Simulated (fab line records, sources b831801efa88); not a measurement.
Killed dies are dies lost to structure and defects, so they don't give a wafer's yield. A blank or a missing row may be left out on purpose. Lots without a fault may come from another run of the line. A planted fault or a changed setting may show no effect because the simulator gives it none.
fab line records | flow sky130
record lots=24 wafers=72 last_day=50
route steps=708 shown LOCAL_INTERCONNECT@389 CONTACT@431 METAL1@437 METAL2@483
lots that met no fault: from a run of the same line without faults
start_h: hours from the record's first day to the start of the lot's first wafer shown | wait_h: hours since the lot's step before | " the same as in the row above | L1.1+2: a row that stands for several wafers | - no value, or no start given | * or withheld: withheld | < > ~ a bound
route shown NAME@n: a module of which the file shows steps, and the number in the route of the first | usual: mean/standard deviation of fault-free wafers | same: alike in all rows | chamber/n: place in a boat | sites: the reading at each site | _std_site: their standard deviation | _edge_site: outer sites' mean less inner sites' | radius_mm: how far each site lies from the wafer's centre | mask NAME#n: copy n | behind: the tool/chamber that last shaped the wafer | hold: why the lot was held/for how many hours/how that ended | device: the transistor (n, p or np) that didn't switch | end of line: the same wafers' tests at the end of the route | a step without rows: its recipe alone | killed: dies lost to structure and defects at the first sort, not the wafer's yield | map: a wafer's dies, x killed, . not, _ none there
set.NAME: the setting as run; set.NAME@STEP: as run at that earlier step | model.NAME: the simulator's own value behind a step, which no gauge read
steps of the route over a sample of lots; a table a step, a row a wafer
services: from which hour (start_h, from the record's first day; less than 0 if before it) a tool's chamber was out of use, for how many hours, and why
## steps
# step SKY_LOCAL_INTERCONNECT_THK_MEAS_02
# recipe thk_meas_gauge=xrf reads=TiN_of_LOCAL_INTERCONNECT_SPUTTER_00
# usual LOCAL_INTERCONNECT_TIN_THK=102.8/1.2
# columns lot.wafer tool chamber start_h wait_h LOCAL_INTERCONNECT_TIN_THK[nm]
L074.2 film_metro-02 - 671.74 0.1 102.5
L074.3 " - " " 101.2
L074.4 " - " " 100.5
L075.1 film_metro-04 - 681.44 0.1 102.2
L075.3 " - " " 101.0
L075.5 " - " " 101.7
L076.1 film_metro-02 - 685.68 0.1 101.9
L076.2 " - " " 102.9
L076.3 " - " " 103.3
L077.2 film_metro-04 - 700.17 0.1 101.8
L077.3 " - " " 103.1
L077.4 " - " " 102.3
L078.2 film_metro-04 - 709.42 0.1 102.4
L078.3 " - " " 102.9
L078.5 " - " " 102.7
L079.1 film_metro-02 - 711.37 0.1 101.6
L079.3 " - " " 103.8
L079.6 " - " " 103.5
L080.1 film_metro-02 - 727.88 0.1 103.7
L080.3 " - " " 101.1
L080.4 " - " " 101.5
L081.1 film_metro-02 - 735.84 0.1 102.6
L081.3 " - " " 103.2
L081.4 " - " " 103.7
L082.4 film_metro-04 - 741.52 0.1 102.8
L082.5 " - " " 103.6
L082.6 " - " " 103.8
L083.1 film_metro-04 - 749.67 0.1 103.5
L083.2 " - " " 104.4
L083.4 " - " " 102.2
L084.2 film_metro-04 - 757.95 0.1 103.1
L084.5 " - " " 102.8
L084.6 " - " " 102.3
L085.1 film_metro-01 - 766.52 0.1 104.5
L085.4 " - " " 105.6
L085.5 " - " " 105.5
L086.2 film_metro-02 - 777.87 0.1 100.7
L086.3 " - " " 100.9
L086.4 " - " " 102.3
L087.4 film_metro-02 - 789.47 0.1 101.7
L087.5 " - " " 102.6
L087.6 " - " " 102.0
L089.1 film_metro-02 - 794.27 0.1 103.1
L089.3 " - " " 102.2
L089.6 " - " " 102.7
L088.3 film_metro-01 - 795.57 0.1 104.7
L088.5 " - " " 104.3
L088.6 " - " " 105.7
L091.1 film_metro-02 - 813.19 0.1 101.0
L091.2 " - " " 99.9
L091.5 " - " " 99.5
L092.1 film_metro-02 - 815.53 0.1 102.9
L092.3 " - " " 103.7
L092.6 " - " " 102.0
L090.2 film_metro-02 - 815.89 0.1 101.6
L090.3 " - " " 102.0
L090.5 " - " " 101.2
L093.3 film_metro-04 - 822.82 0.1 101.8
L093.5 " - " " 104.7
L093.6 " - " " 103.9
L094.2 film_metro-01 - 829.50 0.1 102.2
L094.3 " - " " 103.0
L094.4 " - " " 103.3
L095.1 film_metro-01 - 840.06 0.1 104.1
L095.5 " - " " 102.3
L095.6 " - " " 104.5
L096.2 film_metro-01 - 842.64 0.1 103.7
L096.4 " - " " 103.7
L096.6 " - " " 103.8
L097.1 film_metro-04 - 851.11 0.1 104.2
L097.3 " - " " 102.0
L097.6 " - " " 103.7
# step SKY_CONTACT_RS_MEAS_25
# recipe thk_meas_gauge=four-point-probe reads=W_of_CONTACT_CVD_24+TiN_of_CONTACT_SPUTTER_23
# usual CONTACT_W_RS=0.340/0.0037
# columns lot.wafer tool chamber start_h wait_h CONTACT_W_RS[ohm/sq]
L074.2 film_metro-01 - 729.44 0.1 0.341
L074.3 " - " " 0.337
L074.4 " - " " 0.342
L075.1 film_metro-03 - 739.32 0.1 0.344
L075.3 " - " " 0.343
L075.5 " - " " 0.342
L076.1 film_metro-04 - 743.31 0.1 0.341
L076.2 " - " " 0.343
L076.3 " - " " 0.339
L077.2 film_metro-01 - 756.94 0.1 0.340
L077.3 " - " " 0.337
L077.4 " - " " 0.334
L078.2 film_metro-04 - 766.28 0.1 0.339
L078.3 " - " " 0.333
L078.5 " - " " 0.336
L079.1 film_metro-01 - 767.56 0.1 0.345
L079.3 " - " " 0.338
L079.6 " - " " 0.339
L080.1 film_metro-04 - 783.94 0.1 0.338
L080.3 " - " " 0.338
L080.4 " - " " 0.339
L081.1 film_metro-04 - 791.43 0.1 0.341
L081.3 " - " " 0.341
L081.4 " - " " 0.340
L082.4 film_metro-03 - 797.53 0.1 0.344
L082.5 " - " " 0.344
L082.6 " - " " 0.346
L083.1 film_metro-04 - 806.46 0.1 0.342
L083.2 " - " " 0.340
L083.4 " - " " 0.344
L084.2 film_metro-03 - 813.59 0.1 0.341
L084.5 " - " " 0.336
L084.6 " - " " 0.341
L085.1 film_metro-04 - 822.27 0.1 0.340
L085.4 " - " " 0.343
L085.5 " - " " 0.339
L086.2 film_metro-04 - 832.93 0.1 0.338
L086.3 " - " " 0.334
L086.4 " - " " 0.341
L087.4 film_metro-04 - 844.43 0.1 0.342
L087.5 " - " " 0.345
L087.6 " - " " 0.340
L089.1 film_metro-04 - 848.71 0.1 0.343
L089.3 " - " " 0.337
L089.6 " - " " 0.336
L088.3 film_metro-01 - 851.02 0.1 0.338
L088.5 " - " " 0.338
L088.6 " - " " 0.334
L091.1 film_metro-03 - 868.75 0.1 0.343
L091.2 " - " " 0.342
L091.5 " - " " 0.346
L092.1 film_metro-03 - 870.96 0.1 0.339
L092.3 " - " " 0.338
L092.6 " - " " 0.340
L090.2 film_metro-04 - 872.43 0.1 0.344
L090.3 " - " " 0.344
L090.5 " - " " 0.346
L093.3 film_metro-04 - 877.72 0.1 0.338
L093.5 " - " " 0.338
L093.6 " - " " 0.339
L094.2 film_metro-04 - 885.43 0.1 0.339
L094.3 " - " " 0.340
L094.4 " - " " 0.334
L095.1 film_metro-03 - 895.32 0.1 0.345
L095.5 " - " " 0.345
L095.6 " - " " 0.347
L096.2 film_metro-04 - 897.90 0.1 0.343
L096.4 " - " " 0.345
L096.6 " - " " 0.342
L097.1 film_metro-01 - 905.99 0.1 0.336
L097.3 " - " " 0.332
L097.6 " - " " 0.331
# step SKY_METAL1_SPUTTER_03
# recipe material=Ti target_thk_nm=5 power_w=3000 time_s=3.3 chamber_pressure_pa=0.4
# usual throttle_valve_pct=30.5/0.98
# columns lot.wafer tool chamber start_h wait_h throttle_valve_pct
L074.2 pvd_sputter-02 - 729.97 0.0 32.4
L074.3 " - " " 31.9
L074.4 " - " " 31.0
L075.1 pvd_sputter-01 - 739.88 0.0 31.0
L075.3 " - " " 30.4
L075.5 " - " " 30.7
L076.1 pvd_sputter-01 - 743.87 0.0 29.0
L076.2 " - " " 30.8
L076.3 " - " " 30.1
L077.2 pvd_sputter-04 - 757.47 0.0 29.6
L077.3 " - " " 30.3
L077.4 " - " " 30.0
L078.2 pvd_sputter-04 - 766.82 0.0 30.4
L078.3 " - " " 29.7
L078.5 " - " " 30.8
L079.1 pvd_sputter-02 - 768.12 0.0 31.0
L079.3 " - " " 31.8
L079.6 " - " " 31.8
L080.1 pvd_sputter-01 - 784.49 0.0 30.6
L080.3 " - " " 28.9
L080.4 " - " " 30.5
L081.1 pvd_sputter-04 - 791.99 0.0 30.4
L081.3 " - " " 30.7
L081.4 " - " " 29.3
L082.4 pvd_sputter-02 - 798.04 0.0 31.0
L082.5 " - " " 29.2
L082.6 " - " " 31.6
L083.1 pvd_sputter-02 - 807.02 0.0 29.0
L083.2 " - " " 31.5
L083.4 " - " " 31.9
L084.2 pvd_sputter-01 - 814.13 0.0 29.0
L084.5 " - " " 31.1
L084.6 " - " " 30.4
L085.1 pvd_sputter-04 - 822.82 0.0 29.3
L085.4 " - " " 30.4
L085.5 " - " " 30.0
L086.2 pvd_sputter-01 - 833.46 0.0 31.0
L086.3 " - " " 29.3
L086.4 " - " " 31.0
L087.4 pvd_sputter-02 - 844.92 0.0 29.2
L087.5 " - " " 28.9
L087.6 " - " " 30.8
L089.1 pvd_sputter-02 - 849.27 0.0 31.8
L089.3 " - " " 32.0
L089.6 " - " " 29.1
L088.3 pvd_sputter-02 - 851.53 0.0 31.0
L088.5 " - " " 32.0
L088.6 " - " " 29.3
L091.1 pvd_sputter-02 - 869.30 0.0 32.0
L091.2 " - " " 29.1
L091.5 " - " " 31.7
L092.1 pvd_sputter-04 - 871.51 0.0 30.4
L092.3 " - " " 31.0
L092.6 " - " " 30.1
L090.2 pvd_sputter-04 - 872.96 0.0 30.5
L090.3 " - " " 30.9
L090.5 " - " " 29.4
L093.3 pvd_sputter-02 - 878.45 0.0 31.0
L093.5 " - " " 31.7
L093.6 " - " " 31.9
L094.2 pvd_sputter-02 - 885.97 0.0 30.9
L094.3 " - " " 32.1
L094.4 " - " " 29.0
L095.1 pvd_sputter-02 - 895.88 0.0 32.0
L095.5 " - " " 30.8
L095.6 " - " " 31.9
L096.2 pvd_sputter-01 - 898.43 0.0 30.7
L096.4 " - " " 28.9
L096.6 " - " " 31.0
L097.1 pvd_sputter-04 - 906.54 0.0 29.8
L097.3 " - " " 30.7
L097.6 " - " " 30.3
# step SKY_METAL1_ETCH_18
# recipe chemistry=N2/H2 target=BARC ion_energy_ev=200 bias_w=100 pressure_mtorr=30 n2_flow_sccm=100 h2_flow_sccm=200 icp_w=500 stop_on=SiO2 time_s=45.9 target_depth_a=600
# usual drypump_motor_current_A=5.96/0.24 oes_product_au=0.851/0.005 throttle_valve_pct=13.225/0.0086
# columns lot.wafer tool chamber start_h wait_h drypump_motor_current_A oes_product_au rf_hours_counter_h throttle_valve_pct
L074.2 rie_metal-02 1 757.31 0.0 5.72 0.845 15 13.233
L074.3 " 1 " " 5.68 0.845 - 13.221
L074.4 " 0 " " 5.91 0.847 - 13.219
L075.1 rie_metal-01 1 767.11 0.0 5.80 0.856 14 13.222
L075.3 " 1 " " 5.82 0.850 - 13.230
L075.5 " 1 " " 5.78 0.854 - 13.217
L076.1 rie_metal-04 1 771.06 0.0 6.04 0.857 4 13.229
L076.2 " 0 " " 6.39 0.849 10 13.222
L076.3 " 0 " " 6.40 0.850 - 13.219
L077.2 rie_metal-02 0 784.56 0.0 5.91 0.859 12 13.226
L077.3 " 0 " " 5.92 0.848 - 13.222
L077.4 " 1 " " 5.69 0.850 - 13.236
L078.2 rie_metal-04 0 793.46 0.0 6.41 0.851 11 13.223
L078.3 " 1 " " 6.02 0.850 - 13.230
L078.5 " 1 " " 5.96 0.850 - 13.214
L079.1 rie_metal-01 0 794.56 0.0 5.75 0.855 10 13.204
L079.3 " 0 " " 5.75 0.851 - 13.242
L079.6 " 0 " " 5.76 0.856 - 13.231
L080.1 rie_metal-02 0 811.14 0.1 5.89 0.857 13 13.245
L080.3 " 0 " " 5.91 0.845 - 13.220
L080.4 " 0 " " 5.87 0.843 - 13.225
L081.1 rie_metal-04 1 819.11 0.0 6.02 0.850 6 13.230
L081.3 " 0 " " 6.38 0.854 - 13.219
L081.4 " 1 " " 5.96 0.851 - 13.222
L082.4 rie_metal-01 1 823.97 0.0 5.86 0.860 - 13.238
L082.5 " 0 " " 5.76 0.855 - 13.212
L082.6 " 1 " " 5.84 0.852 - 13.222
L083.1 rie_metal-04 0 834.00 0.0 6.41 0.854 12 13.217
L083.2 " 1 " " 5.99 0.858 7 13.227
L083.4 " 1 " " 6.01 0.849 - 13.233
L084.2 rie_metal-04 1 840.86 0.0 6.01 0.852 7 13.225
L084.5 " 1 " " 6.00 0.851 - 13.230
L084.6 " 0 " " 6.40 0.838 - 13.224
L085.1 rie_metal-04 0 849.41 0.0 6.36 0.855 13 13.219
L085.4 " 0 " " 6.37 0.858 - 13.213
L085.5 " 0 " " 6.38 0.851 - 13.236
L086.2 rie_metal-02 1 859.80 0.0 5.71 0.849 1 13.228
L086.3 " 1 " " 5.72 0.857 - 13.237
L086.4 " 0 " " 5.91 0.853 - 13.245
L087.4 rie_metal-01 1 871.93 0.0 5.78 0.852 - 13.221
L087.5 " 1 " " 5.81 0.856 - 13.221
L087.6 " 0 " " 5.76 0.855 - 13.223
L089.1 rie_metal-02 1 876.16 0.0 5.72 0.850 2 13.226
L089.3 " 1 " " 5.72 0.853 - 13.218
L089.6 " 0 " " 5.89 0.841 - 13.218
L088.3 rie_metal-04 0 878.13 0.0 6.39 0.855 - 13.226
L088.5 " 0 " " 6.41 0.848 - 13.219
L088.6 " 1 " " 5.95 0.842 - 13.222
L091.1 rie_metal-01 0 895.66 0.0 5.75 0.850 16 13.220
L091.2 " 1 " " 5.81 0.848 2 13.228
L091.5 " 1 " " 5.80 0.860 - 13.206
L092.1 rie_metal-04 0 898.16 0.0 6.39 0.845 15 13.203
L092.3 " 0 " " 6.38 0.846 - 13.217
L092.6 " 1 " " 6.00 0.857 - 13.235
L090.2 rie_metal-02 1 899.16 0.1 5.72 0.854 - 13.239
L090.3 " 1 " " 5.71 0.859 - 13.216
L090.5 " 1 " " 5.71 0.854 - 13.231
L093.3 rie_metal-02 1 905.08 0.1 5.70 0.850 - 13.220
L093.5 " 1 " " 5.72 0.841 - 13.235
L093.6 " 1 " " 5.71 0.847 - 13.244
L094.2 rie_metal-01 0 912.10 0.0 5.75 0.850 17 13.250
L094.3 " 0 " " 5.74 0.854 - 13.228
L094.4 " 1 " " 5.81 0.851 - 13.218
L095.1 rie_metal-01 0 921.96 0.0 5.74 0.852 17 13.226
L095.5 " 1 " " 5.85 0.855 - 13.213
L095.6 " 0 " " 5.74 0.854 - 13.226
L096.2 rie_metal-04 0 923.91 0.0 6.37 0.844 16 13.232
L096.4 " 0 " " 6.38 0.847 - 13.229
L096.6 " 0 " " 6.38 0.850 - 13.224
L097.1 rie_metal-04 1 931.90 0.0 6.01 0.846 11 13.221
L097.3 " 0 " " 6.40 0.842 - 13.216
L097.6 " 0 " " 6.39 0.854 - 13.222
# step SKY_METAL2_SPUTTER_00
# recipe material=Ti target_thk_nm=15 power_w=3000 time_s=10 chamber_pressure_pa=0.4
# usual throttle_valve_pct=30.4/1.1
# columns lot.wafer tool chamber start_h wait_h throttle_valve_pct
L074.2 pvd_sputter-02 - 787.21 0.2 30.8
L074.3 " - " " 28.9
L074.4 " - " " 32.0
L075.1 pvd_sputter-03 - 796.35 0.1 29.2
L075.3 " - " " 30.8
L075.5 " - " " 29.5
L076.1 pvd_sputter-02 - 800.70 0.1 29.2
L076.2 " - " " 31.0
L076.3 " - " " 31.9
L077.2 pvd_sputter-02 - 814.35 0.1 30.9
L077.3 " - " " 32.0
L077.4 " - " " 28.9
L078.2 pvd_sputter-02 - 823.01 0.1 31.1
L078.3 " - " " 32.1
L078.5 " - " " 29.2
L079.1 pvd_sputter-03 - 823.72 0.2 29.6
L079.3 " - " " 29.6
L079.6 " - " " 29.4
L080.1 pvd_sputter-01 - 841.15 0.1 30.5
L080.3 " - " " 30.7
L080.4 " - " " 29.0
L081.1 pvd_sputter-01 - 848.34 0.2 30.9
L081.3 " - " " 30.5
L081.4 " - " " 30.4
L082.4 pvd_sputter-02 - 853.29 0.1 32.0
L082.5 " - " " 31.9
L082.6 " - " " 29.2
L083.1 pvd_sputter-02 - 862.83 0.2 29.0
L083.2 " - " " 32.0
L083.4 " - " " 31.8
L084.2 pvd_sputter-03 - 869.84 0.2 29.6
L084.5 " - " " 29.2
L084.6 " - " " 29.6
L085.1 pvd_sputter-02 - 878.98 0.1 32.0
L085.4 " - " " 30.8
L085.5 " - " " 30.7
L086.2 pvd_sputter-01 - 888.40 0.2 30.9
L086.3 " - " " 30.8
L086.4 " - " " 29.0
L087.4 pvd_sputter-03 - 900.54 0.2 30.7
L087.5 " - " " 29.0
L087.6 " - " " 30.7
L089.1 pvd_sputter-01 - 904.49 0.2 30.4
L089.3 " - " " 30.7
L089.6 " - " " 29.3
L088.3 pvd_sputter-02 - 907.10 0.2 29.1
L088.5 " - " " 30.9
L088.6 " - " " 32.1
L091.1 pvd_sputter-01 - 923.84 0.2 28.9
L091.2 " - " " 30.9
L091.5 " - " " 30.4
L092.1 pvd_sputter-02 - 926.70 0.1 31.8
L092.3 " - " " 29.1
L092.6 " - " " 29.3
L090.2 pvd_sputter-01 - 927.35 0.2 30.8
L090.3 " - " " 30.3
L090.5 " - " " 30.8
L093.3 pvd_sputter-01 - 932.95 0.1 30.2
L093.5 " - " " 30.5
L093.6 " - " " 30.9
L094.2 pvd_sputter-02 - 939.70 0.1 29.1
L094.3 " - " " 31.7
L094.4 " - " " 31.0
L095.1 pvd_sputter-02 - 948.80 0.2 31.1
L095.5 " - " " 31.9
L095.6 " - " " 31.8
L096.2 pvd_sputter-03 - 951.99 0.1 30.9
L096.4 " - " " 29.6
L096.6 " - " " 29.1
L097.1 pvd_sputter-01 - 958.54 0.2 31.2
L097.3 " - " " 29.2
L097.6 " - " " 29.0
# step SKY_METAL2_ETCH_18
# recipe chemistry=N2/H2 target=BARC ion_energy_ev=200 bias_w=100 pressure_mtorr=30 n2_flow_sccm=100 h2_flow_sccm=200 icp_w=500 stop_on=SiO2 time_s=45.9 target_depth_a=600
# usual drypump_motor_current_A=5.89/0.19 oes_product_au=0.854/0.0045 throttle_valve_pct=13.224/0.0085
# columns lot.wafer tool chamber start_h wait_h drypump_motor_current_A oes_product_au rf_hours_counter_h throttle_valve_pct
L074.2 rie_metal-04 0 814.51 0.0 6.40 0.856 11 13.224
L074.3 " 1 " " 5.95 0.860 - 13.221
L074.4 " 0 " " 6.41 0.856 - 13.221
L075.1 rie_metal-04 0 823.46 0.0 6.42 0.861 12 13.219
L075.3 " 0 " " 6.40 0.854 - 13.215
L075.5 " 0 " " 6.41 0.853 - 13.219
L076.1 rie_metal-03 1 827.21 0.0 5.87 0.856 9 13.225
L076.2 " 0 " " 5.88 0.850 4 13.215
L076.3 " 1 " " 5.89 0.857 - 13.244
L077.2 rie_metal-03 1 841.65 0.0 5.78 0.857 10 13.238
L077.3 " 0 " " 5.92 0.860 - 13.229
L077.4 " 1 " " 5.84 0.854 - 13.219
L078.2 rie_metal-01 0 849.85 0.1 5.76 0.851 - 13.220
L078.3 " 0 " " 5.77 0.847 - 13.234
L078.5 " 0 " " 5.75 0.862 - 13.215
L079.1 rie_metal-01 0 850.79 0.1 5.76 0.855 13 13.220
L079.3 " 0 " " 5.74 0.851 - 13.225
L079.6 " 0 " " 5.76 0.857 - 13.232
L080.1 rie_metal-01 0 867.41 0.0 5.76 0.857 15 13.229
L080.3 " 0 " " 5.75 0.848 - 13.223
L080.4 " 1 " " 5.80 0.865 - 13.220
L081.1 rie_metal-01 1 875.30 0.0 5.81 0.852 1 13.222
L081.3 " 0 " " 5.74 0.844 - 13.221
L081.4 " 1 " " 5.78 0.851 - 13.226
L082.4 rie_metal-01 1 880.03 0.0 5.81 0.855 - 13.214
L082.5 " 1 " " 5.83 0.854 - 13.231
L082.6 " 0 " " 5.75 0.859 - 13.236
L083.1 rie_metal-03 1 889.46 0.0 5.89 0.855 12 13.229
L083.2 " 0 " " 5.90 0.852 7 13.212
L083.4 " 0 " " 5.92 0.854 - 13.228
L084.2 rie_metal-01 1 896.91 0.0 5.82 0.854 2 13.217
L084.5 " 1 " " 5.80 0.856 - 13.228
L084.6 " 0 " " 5.76 0.854 - 13.214
L085.1 rie_metal-01 1 905.46 0.0 5.79 0.848 2 13.225
L085.4 " 0 " " 5.75 0.847 - 13.227
L085.5 " 0 " " 5.76 0.855 - 13.211
L086.2 rie_metal-01 1 914.35 0.0 5.82 0.852 3 13.213
L086.3 " 1 " " 5.84 0.851 - 13.243
L086.4 " 0 " " 5.74 0.850 - 13.224
L087.4 rie_metal-01 0 926.62 0.0 5.74 0.853 - 13.233
L087.5 " 0 " " 5.75 0.855 - 13.233
L087.6 " 1 " " 5.83 0.857 - 13.212
L089.1 rie_metal-01 0 929.71 0.0 5.76 0.857 18 13.233
L089.3 " 1 " " 5.83 0.844 - 13.221
L089.6 " 1 " " 5.79 0.851 - 13.225
L088.3 rie_metal-01 0 933.03 0.0 5.74 0.849 - 13.231
L088.5 " 1 " " 5.81 0.857 - 13.236
L088.6 " 0 " " 5.75 0.855 - 13.239
L091.1 rie_metal-01 0 949.25 0.0 5.75 0.852 19 13.218
L091.2 " 1 " " 5.80 0.847 4 13.241
L091.5 " 0 " " 5.75 0.853 - 13.203
L092.1 rie_metal-03 0 951.90 0.0 5.91 0.855 10 13.223
L092.3 " 0 " " 5.91 0.851 - 13.239
L092.6 " 0 " " 5.90 0.851 - 13.230
L090.2 rie_metal-01 0 952.60 0.0 5.73 0.862 19 13.245
L090.3 " 0 " " 5.75 0.861 - 13.239
L090.5 " 0 " " 5.76 0.856 - 13.241
L093.3 rie_metal-04 1 958.34 0.0 6.05 0.853 - 13.235
L093.5 " 1 " " 6.01 0.846 - 13.216
L093.6 " 0 " " 6.39 0.850 - 13.217
L094.2 rie_metal-03 0 964.76 0.0 5.92 0.853 11 13.231
L094.3 " 1 " " 5.94 0.862 - 13.232
L094.4 " 0 " " 5.91 0.857 - 13.217
L095.1 rie_metal-01 0 972.51 0.0 5.74 0.863 20 13.220
L095.5 " 1 " " 5.84 0.848 - 13.217
L095.6 " 0 " " 5.76 0.851 - 13.223
L096.2 rie_metal-04 0 976.50 0.0 6.39 0.855 18 13.218
L096.4 " 1 " " 5.99 0.855 - 13.222
L096.6 " 1 " " 5.97 0.848 - 13.221
L097.1 rie_metal-04 0 982.81 0.0 6.41 0.855 19 13.222
L097.3 " 1 " " 5.98 0.859 - 13.222
L097.6 " 1 " " 6.00 0.862 - 13.240
## services
# columns tool chamber start_h hours kind
rie_metal-04 0 709.55 22.0 repair
pvd_sputter-04 - 751.46 0.8 repair
rie_metal-02 1 766.59 6.6 repair
rie_metal-04 0 780.77 10.0 repair
rie_metal-04 - 784.73 2.8 pm
pvd_sputter-02 3 794.48 - consumable_replace:kit
pvd_sputter-03 - 799.32 3.9 repair
pvd_sputter-01 - 809.58 3.2 repair
pvd_sputter-03 - 809.70 5.5 repair
rie_metal-03 - 815.06 2.8 pm
rie_metal-04 - 820.32 0.5 repair
rie_metal-03 1 820.37 4.7 repair
pvd_sputter-02 - 836.35 0.5 repair
rie_metal-04 - 851.79 3.0 repair
pvd_sputter-01 - 863.00 1.5 repair
pvd_sputter-04 - 865.26 4.3 repair
pvd_sputter-03 - 888.46 4.6 repair
rie_metal-02 0 897.49 18.9 repair
pvd_sputter-03 - 910.81 6.7 repair
pvd_sputter-03 - 939.89 1.8 repair
rie_metal-03 - 943.28 1.4 pm
rie_metal-02 - 946.22 1.5 repair
pvd_sputter-04 - 949.51 3.6 repair
pvd_sputter-03 - 968.84 0.6 repair
## key
fault none
